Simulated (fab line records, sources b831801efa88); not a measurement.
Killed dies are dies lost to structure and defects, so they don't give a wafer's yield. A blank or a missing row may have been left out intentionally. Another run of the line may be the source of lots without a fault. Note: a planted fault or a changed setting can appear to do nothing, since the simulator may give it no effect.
What tool caused it? | flow sky130 | Sampling: 14 lots, 42 wafers, 5 of 708 route steps

## WHAT EACH GAUGE READ, for each wafer
SKY_METAL3_OVL_MEAS_14. Usual: METAL3_OVL typically reads 4 nm, with standard deviation 6.5.
lot  | measured     | on         | METAL3_OVL (nm) | flag
L409 | day 39 02:31 | overlay-01 | 2 14 17         | 
L410 | day 39 04:20 | overlay-01 | 2 8 -2          | 
L412 | day 40 00:55 | overlay-01 | -2 12 12        | 
L414 | day 40 06:31 | overlay-01 | 1 9 7           | 
L416 | day 40 17:52 | overlay-01 | 0 -1 6          | 
L415 | day 40 19:46 | overlay-02 | -1 17 13        | 
L417 | day 41 04:46 | overlay-01 | -2 -5 5         | 
L419 | day 41 21:32 | overlay-01 | -2 14 19        | 
L422 | day 42 13:12 | overlay-01 | 6 0 -1          | 
L423 | day 42 20:38 | overlay-02 | -6 9 7          | 
L424 | day 43 01:40 | overlay-02 | -6 -10 -9       | 
L426 | day 43 12:20 | overlay-02 | 6 8 7           | 
L429 | day 44 05:37 | overlay-01 | 26 5 9          | 
L432 | day 45 04:11 | overlay-02 | 3 9 6           | 

SKY_VIA3_THK_MEAS_01. Usual: VIA3_HDPCVD_THK typically reads 1630 nm, with standard deviation 18.
lot  | measured     | on           | VIA3_HDPCVD_THK (nm) | flag
L409 | day 39 03:41 | filmMetro-01 | 1641 1600 1630       | 
L410 | day 39 05:28 | filmMetro-03 | 1617 1662 1623       | 
L412 | day 40 02:08 | filmMetro-01 | 1647 1652 1653       | 
L414 | day 40 07:38 | filmMetro-03 | 1632 1593 1601       | 
L416 | day 40 18:59 | filmMetro-03 | 1632 1625 1638       | 
L415 | day 40 20:59 | filmMetro-01 | 1641 1616 1643       | 
L417 | day 41 06:19 | filmMetro-01 | 1638 1617 1613       | 
L419 | day 41 22:42 | filmMetro-01 | 1646 1643 1647       | 
L422 | day 42 14:20 | filmMetro-01 | 1641 1629 1647       | 
L423 | day 42 21:46 | filmMetro-02 | 1609 1625 1653       | 
L424 | day 43 02:47 | filmMetro-01 | 1097 1076 1061       | OFF
L426 | day 43 13:33 | filmMetro-01 | 1061 1068 1027       | OFF
L429 | day 44 06:45 | filmMetro-03 | 1643 1656 1626       | 
L432 | day 45 05:21 | filmMetro-02 | 1640 1651 1636       | 

## EACH LOT AND THE TOOL THAT RAN IT (in order: tool; ch and the chambers of the sampled wafers; start)
lot  | SKY_METAL2_ETCH_18               | SKY_CAPM_CVD_00                 | SKY_VIA3_HDPCVD_00
L409 | rieMetal-03 ch 1, day 35 17:26   | pecvd-04 ch 0,1, day 36 22:26   | hdpcvd-01 ch 0,1,2, day 39 03:31
L410 | rieMetal-04 ch 0,1, day 35 19:28 | pecvd-01 ch 1,2, day 37 00:42   | hdpcvd-01 ch 0,1,2, day 39 05:17
L412 | rieMetal-03 ch 0,1, day 36 17:04 | pecvd-02 ch 0,1,2, day 37 22:16 | hdpcvd-02 ch 1, day 40 01:53
L414 | rieMetal-04 ch 0,1, day 36 23:38 | pecvd-02 ch 0,1, day 38 04:22   | hdpcvd-01 ch 0,1,2, day 40 07:28
L416 | rieMetal-04 ch 1, day 37 11:47   | pecvd-01 ch 0,1,2, day 38 16:18 | hdpcvd-02 ch 0,1,2, day 40 18:49
L415 | rieMetal-02 ch 0, day 37 13:44   | pecvd-04 ch 1,2, day 38 18:29   | hdpcvd-02 ch 0,2, day 40 20:49
L417 | rieMetal-02 ch 0, day 37 22:40   | pecvd-02 ch 0,2, day 39 03:08   | hdpcvd-02 ch 0,1, day 41 06:09
L419 | rieMetal-04 ch 0,1, day 38 16:29 | pecvd-02 ch 1,2, day 39 20:46   | hdpcvd-02 ch 1,2, day 41 22:32
L422 | rieMetal-04 ch 0,1, day 39 09:55 | pecvd-04 ch 0,1,2, day 40 13:25 | hdpcvd-02 ch 0,2, day 42 14:08
L423 | rieMetal-02 ch 0,1, day 39 16:26 | pecvd-04 ch 0,1,2, day 40 19:58 | hdpcvd-01 ch 0,1, day 42 21:35
L424 | rieMetal-02 ch 0, day 39 22:25   | pecvd-01 ch 0,1, day 41 02:06   | hdpcvd-02 ch 0,1,2, day 43 02:37
L426 | rieMetal-04 ch 1, day 40 08:41   | pecvd-04 ch 0,1,2, day 41 12:22 | hdpcvd-02 ch 0,1, day 43 13:22
L429 | rieMetal-02 ch 0,1, day 41 04:31 | pecvd-01 ch 0,1, day 42 07:18   | hdpcvd-01 ch 1,2, day 44 06:34
L432 | rieMetal-03 ch 0,1, day 42 05:00 | pecvd-04 ch 1,2, day 43 06:46   | hdpcvd-01 ch 0,1, day 45 05:10
- SKY_METAL2_ETCH_18: etches BARC in N2/H2, stops on SiO2, time 45.9 s, target depth 60 nm.
- SKY_CAPM_CVD_00: deposits SiO2, target thk 15.5 nm.
- SKY_VIA3_HDPCVD_00: deposits SiO2, target thk 1635 nm, time 272.5 s.

## AS READ BY THE TOOLS THEMSELVES (means over the sampled wafers that have a number; for cases with no such wafer, the mark the record gives instead)
SKY_METAL2_ETCH_18. Usual: drypumpMotorCurrentA 5.7 A, standard deviation 0.52; oesProductAu 0.855 a.u., standard deviation 0.0048; throttleValvePct 13.223 %, standard deviation 0.0084.
lot  | tool        | drypumpMotorCurrentA (A) | oesProductAu (a.u.) | throttleValvePct (%) | flag
L409 | rieMetal-03 | 5.4                      | 0.854               | 13.215               | 
L410 | rieMetal-04 | 6.4                      | 0.860               | 13.224               | 
L412 | rieMetal-03 | 5.1                      | 0.849               | 13.218               | 
L414 | rieMetal-04 | 6.2                      | 0.855               | 13.227               | 
L416 | rieMetal-04 | 6.0                      | 0.853               | 13.224               | 
L415 | rieMetal-02 | 5.1                      | 0.862               | 13.221               | 
L417 | rieMetal-02 | 5.2                      | 0.856               | 13.221               | 
L419 | rieMetal-04 | 6.4                      | 0.853               | 13.214               | 
L422 | rieMetal-04 | 6.4                      | 0.852               | 13.222               | 
L423 | rieMetal-02 | 5.4                      | 0.855               | 13.226               | 
L424 | rieMetal-02 | 5.2                      | 0.856               | 13.227               | 
L426 | rieMetal-04 | 6.0                      | 0.856               | 13.228               | 
L429 | rieMetal-02 | 5.4                      | 0.852               | 13.220               | 
L432 | rieMetal-03 | 5.1                      | 0.859               | 13.229               | 

SKY_CAPM_CVD_00. Usual: heaterPowerW reads 767 W (standard deviation 72).
lot  | tool     | heaterPowerW (W) | flag
L409 | pecvd-04 | 837              | 
L410 | pecvd-01 | 843              | 
L412 | pecvd-02 | 690              | 
L414 | pecvd-02 | 653              | 
L416 | pecvd-01 | 776              | 
L415 | pecvd-04 | 749              | 
L417 | pecvd-02 | 708              | 
L419 | pecvd-02 | 767              | 
L422 | pecvd-04 | 766              | 
L423 | pecvd-04 | 729              | 
L424 | pecvd-01 | 775              | 
L426 | pecvd-04 | 706              | 
L429 | pecvd-01 | 848              | 
L432 | pecvd-04 | 686              | 

## THE ANSWER, worked out from the rows above alone
Rule: a lot is off if the mean of its wafers that have a number lies more than 3 standard deviations from the usual mean. A lot without any number at a reading at which 4 lots or more have one is off too. All remaining lots with rows at the step are treated as sound. Order of review: gauges by route order, followed by the tools' own readings, for which a lot's mean as printed above is used. At the first step where some lot is off, the reading lying furthest off is the one used; lots without a number count as furthest.
Off: L424, L426, seen at SKY_VIA3_THK_MEAS_01 (VIA3_HDPCVD_THK).
A tool fits if, at a process step before that reading, it ran every lot that is off, and no sound lot after the first of them. Gauges at SKY_VIA3_THK_MEAS_01: tried the same way as those tools. Undecided on this evidence; 2 tools fit (hdpcvd-02 at SKY_VIA3_HDPCVD_00, filmMetro-01 at SKY_VIA3_THK_MEAS_01).

## WHAT THE SIMULATOR HAD PUT IN
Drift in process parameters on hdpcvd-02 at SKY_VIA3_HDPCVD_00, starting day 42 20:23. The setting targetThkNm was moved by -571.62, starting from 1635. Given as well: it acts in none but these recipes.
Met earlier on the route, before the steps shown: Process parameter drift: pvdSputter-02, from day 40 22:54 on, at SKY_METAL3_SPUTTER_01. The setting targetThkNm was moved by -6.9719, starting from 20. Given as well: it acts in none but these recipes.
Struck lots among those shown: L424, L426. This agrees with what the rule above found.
